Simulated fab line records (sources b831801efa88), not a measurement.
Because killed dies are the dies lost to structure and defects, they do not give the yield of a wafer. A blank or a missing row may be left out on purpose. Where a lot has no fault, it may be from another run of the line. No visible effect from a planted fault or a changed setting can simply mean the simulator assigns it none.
Which tool was responsible? | flow gf180mcu | Sampling: 24 lots, 72 wafers, 5 of 602 route steps

== WHAT THE GAUGES READ, wafer by wafer ==
GF_STI_CD_MEAS_12: target cd 220 nm.
lot  | measured    | on        | cd nm (nm)
L074 | day 2 02:56 | cd sem-02 | 219.2 219.0 219.4
L075 | day 2 09:22 | cd sem-02 | 217.2 217.1 217.0
L076 | day 2 14:25 | cd sem-02 | 219.1 219.7 220.5
L077 | day 2 19:02 | cd sem-02 | 219.9 220.3 219.9
L078 | day 3 00:53 | cd sem-01 | 218.9 220.5 219.0
L079 | day 3 06:14 | cd sem-01 | 220.8 221.2 220.9
L080 | day 3 09:52 | cd sem-01 | 222.3 222.6 221.0
L081 | day 3 15:47 | cd sem-02 | 221.7 220.4 220.8
L082 | day 3 22:37 | cd sem-02 | 220.0 219.3 218.2
L083 | day 4 01:42 | cd sem-01 | 218.7 216.9 217.9
L084 | day 4 07:16 | cd sem-01 | 218.7 219.2 219.3
L085 | day 4 13:04 | cd sem-02 | 221.5 219.8 220.0
L086 | day 4 17:47 | cd sem-01 | 220.4 219.3 220.5
L087 | day 4 22:44 | cd sem-02 | 220.0 219.6 221.0
L088 | day 5 04:46 | cd sem-01 | 219.3 220.6 220.8
L089 | day 5 09:13 | cd sem-01 | 220.9 219.9 219.6
L090 | day 5 14:08 | cd sem-02 | 221.1 219.7 220.0
L091 | day 5 19:43 | cd sem-01 | 221.4 219.3 218.7
L092 | day 6 00:26 | cd sem-01 | 218.3 218.7 219.6
L093 | day 6 06:08 | cd sem-01 | 220.1 219.4 218.6
L094 | day 6 11:26 | cd sem-01 | 219.0 218.7 219.2
L095 | day 6 16:14 | cd sem-01 | 218.5 219.2 218.1
L096 | day 6 21:53 | cd sem-01 | 220.0 219.8 218.8
L097 | day 7 02:40 | cd sem-01 | 221.1 220.9 220.2

GF_STI_THK_MEAS_22.
lot  | measured    | on            | STI_OXIDATION_01_THK (nm)
L074 | day 2 04:47 | film metro-02 | 15.5 15.5 15.3
L075 | day 2 11:25 | film metro-01 | 15.1 15.1 15.1
L076 | day 2 16:35 | film metro-01 | 15.5 15.5 15.3
L077 | day 2 20:55 | film metro-03 | 15.0 15.2 15.2
L078 | day 3 03:58 | film metro-01 | 15.8 15.4 15.4
L079 | day 3 08:05 | film metro-03 | 15.3 15.1 15.2
L080 | day 3 11:45 | film metro-01 | 15.4 15.7 15.5
L081 | day 3 17:38 | film metro-01 | 15.5 15.7 15.4
L082 | day 4 00:28 | film metro-03 | 14.6 14.8 14.9
L083 | day 4 03:33 | film metro-01 | 15.3 15.2 15.2
L084 | day 4 09:11 | film metro-02 | 15.5 15.5 15.3
L085 | day 4 15:49 | film metro-01 | 15.6 15.4 15.5
L086 | day 4 20:59 | film metro-02 | 14.5 14.8 14.7
L087 | day 5 00:39 | film metro-03 | 15.1 15.2 14.9
L088 | day 5 06:38 | film metro-03 | 14.9 14.9 15.0
L089 | day 5 11:04 | film metro-01 | 15.5 15.4 15.4
L090 | day 5 16:43 | film metro-01 | 15.5 15.7 15.4
L091 | day 5 21:34 | film metro-02 | 14.6 14.6 14.3
L092 | day 6 02:17 | film metro-02 | 15.5 15.4 15.4
L093 | day 6 08:00 | film metro-01 | 15.3 15.4 15.4
L094 | day 6 13:17 | film metro-03 | 15.4 15.6 15.4
L095 | day 6 18:06 | film metro-03 | 14.8 14.9 14.8
L096 | day 6 23:42 | film metro-02 | 14.7 14.6 14.7
L097 | day 7 05:35 | film metro-01 | 15.0 15.0 15.1

GF_DNWELL_TW_MEAS_09.
lot  | measured    | on            | DNWELL_TW
L074 | day 2 21:58 | film metro-04 | 1305 1317 1313
L075 | day 3 06:43 | film metro-01 | 1342 1334 1339
L076 | day 3 09:32 | film metro-01 | 1335 1334 1337
L077 | day 3 15:01 | film metro-03 | 1333 1341 1346
L078 | day 3 22:29 | film metro-01 | 1335 1350 1340
L079 | day 4 02:13 | film metro-01 | 1342 1342 1344
L080 | day 4 07:10 | film metro-03 | 1342 1340 1345
L081 | day 4 12:19 | film metro-01 | 1351 1355 1351
L082 | day 4 19:07 | film metro-03 | 1330 1335 1330
L083 | day 4 22:37 | film metro-04 | 1320 1323 1323
L084 | day 5 03:55 | film metro-01 | 1345 1342 1338
L085 | day 5 11:02 | film metro-03 | 1337 1333 1342
L086 | day 5 16:19 | film metro-01 | 1349 1345 1362
L087 | day 5 20:56 | film metro-03 | 1335 1333 1326
L088 | day 6 03:07 | film metro-04 | 1331 1331 1329
L089 | day 6 07:04 | film metro-04 | 1328 1323 1327
L090 | day 6 13:17 | film metro-04 | 1335 1325 1328
L091 | day 6 18:25 | film metro-04 | 1317 1324 1314
L092 | day 6 23:35 | film metro-04 | 1323 1321 1328
L093 | day 7 04:49 | film metro-04 | 1316 1318 1322
L094 | day 7 10:14 | film metro-01 | 1341 1346 1353
L095 | day 7 15:10 | film metro-03 | 1335 1331 1331
L096 | day 7 21:05 | film metro-04 | 1323 1321 1316
L097 | day 8 02:26 | film metro-03 | 1339 1334 1335

GF_NWELL_OVL_MEAS_07.
lot  | measured    | on         | NWELL_OVL (nm)
L074 | day 3 13:16 | overlay-01 | -0.1 -1.0 0.9
L075 | day 3 21:40 | overlay-02 | -0.3 1.4 -0.3
L076 | day 4 00:28 | overlay-02 | -3.9 -2.1 0.1
L077 | day 4 07:08 | overlay-01 | 1.1 0.6 -0.7
L078 | day 4 14:52 | overlay-01 | 1.2 1.2 -1.1
L079 | day 4 18:19 | overlay-01 | -0.4 -1.9 -0.5
L080 | day 4 23:22 | overlay-02 | -2.9 -3.7 -3.8
L081 | day 5 04:01 | overlay-02 | -0.1 -0.9 -0.4
L082 | day 5 11:28 | overlay-01 | -0.3 -0.4 -0.4
L083 | day 5 15:38 | overlay-02 | 0.0 1.3 0.0
L084 | day 5 21:22 | overlay-02 | 0.9 0.5 0.0
L085 | day 6 04:53 | overlay-01 | -1.9 -0.1 0.3
L086 | day 6 10:02 | overlay-02 | -3.6 1.8 -2.2
L087 | day 6 15:32 | overlay-01 | 2.9 1.4 2.4
L088 | day 6 21:43 | overlay-02 | -2.2 -2.1 -2.9
L089 | day 7 00:46 | overlay-01 | -2.0 0.9 -0.6
L090 | day 7 07:58 | overlay-01 | -0.4 0.8 0.8
L091 | day 7 12:31 | overlay-02 | 0.9 -1.0 -2.9
L092 | day 7 17:44 | overlay-02 | 1.2 1.3 -0.4
L093 | day 7 22:16 | overlay-01 | -1.9 -0.9 -0.2
L094 | day 8 03:58 | overlay-02 | 0.3 -1.1 0.9
L095 | day 8 08:17 | overlay-02 | 0.2 -1.7 -0.1
L096 | day 8 14:47 | overlay-01 | 1.2 2.3 -0.7
L097 | day 8 19:25 | overlay-01 | -0.8 -0.8 0.4

GF_VT_IMPLANT_RS_MEAS_48: measurement is done with a four-point probe.
lot  | measured     | on            | LVPWELL_RS (ohm/sq)
L074 | day 8 14:52  | film metro-04 | 1198 1200 1197
L075 | day 9 00:20  | film metro-04 | 1197 1197 1199
L076 | day 9 04:15  | film metro-04 | 1201 1202 1200
L077 | day 9 12:43  | film metro-03 | 1193 1191 1191
L078 | day 9 19:38  | film metro-03 | 1189 1189 1189
L079 | day 10 00:55 | film metro-03 | 1195 1197 1198
L080 | day 10 06:26 | film metro-03 | 1194 1192 1193
L081 | day 10 10:38 | film metro-03 | 1196 1193 1197
L082 | day 10 20:09 | film metro-03 | 1190 1188 1187
L083 | day 10 23:01 | film metro-03 | 1199 1197 1196
L084 | day 11 07:22 | film metro-03 | 1200 1200 1198
L085 | day 11 13:17 | film metro-02 | 1197 1197 1193
L086 | day 11 20:08 | film metro-04 | 1195 1197 1195
L087 | day 12 01:52 | film metro-03 | 1191 1192 1191
L088 | day 12 08:36 | film metro-02 | 1194 1194 1197
L089 | day 12 11:54 | film metro-03 | 1195 1194 1193
L090 | day 12 20:25 | film metro-02 | 1198 1194 1192
L091 | day 13 02:21 | film metro-02 | 1197 1199 1198
L092 | day 13 08:28 | film metro-03 | 1195 1194 1191
L093 | day 13 13:13 | film metro-04 | 1197 1197 1198
L094 | day 13 20:11 | film metro-04 | 1198 1201 1200
L095 | day 14 00:28 | film metro-02 | 1193 1200 1192
L096 | day 14 09:37 | film metro-03 | 1194 1193 1194
L097 | day 14 11:54 | film metro-02 | 1198 1195 1199

== WHAT TOOL EACH LOT RAN ON (gives the tool, then ch and the chambers of the sampled wafers, and finally the start) ==
Record: no process step prior to these readings.

== WHAT THE TOOLS THEMSELVES READ (means of the sampled wafers that have a number; where no wafer has one, the mark that the record gives instead) ==
The record holds no such reading with a usual standard deviation.

== THE ANSWER, worked out from the rows above alone ==
Rule: the lots themselves supply what counts as usual. Put in order of their means at a reading, lots are off if they are a third of the lots or fewer, leave a main group of 4 or more, and stand apart from it by a gap of 3 or more times the standard deviation of the main group's means; of several such gaps the widest counts. The tables above print the reading to a certain number of digits; a main group whose means all agree to those digits is not used. A lot without any number at a reading at which 4 lots or more have one is off too. The other lots that the step has rows for count as sound. The gauges are gone through in route order, then the tools' own readings, and for those a lot's mean is taken as printed above. The first step at which some lot is off is used, and at that step the reading that is off furthest; a lot without a number counts as furthest.
None of the lots is off at any reading shown; this tells nothing.

== WHAT HAD BEEN PUT IN BY THE SIMULATOR ==
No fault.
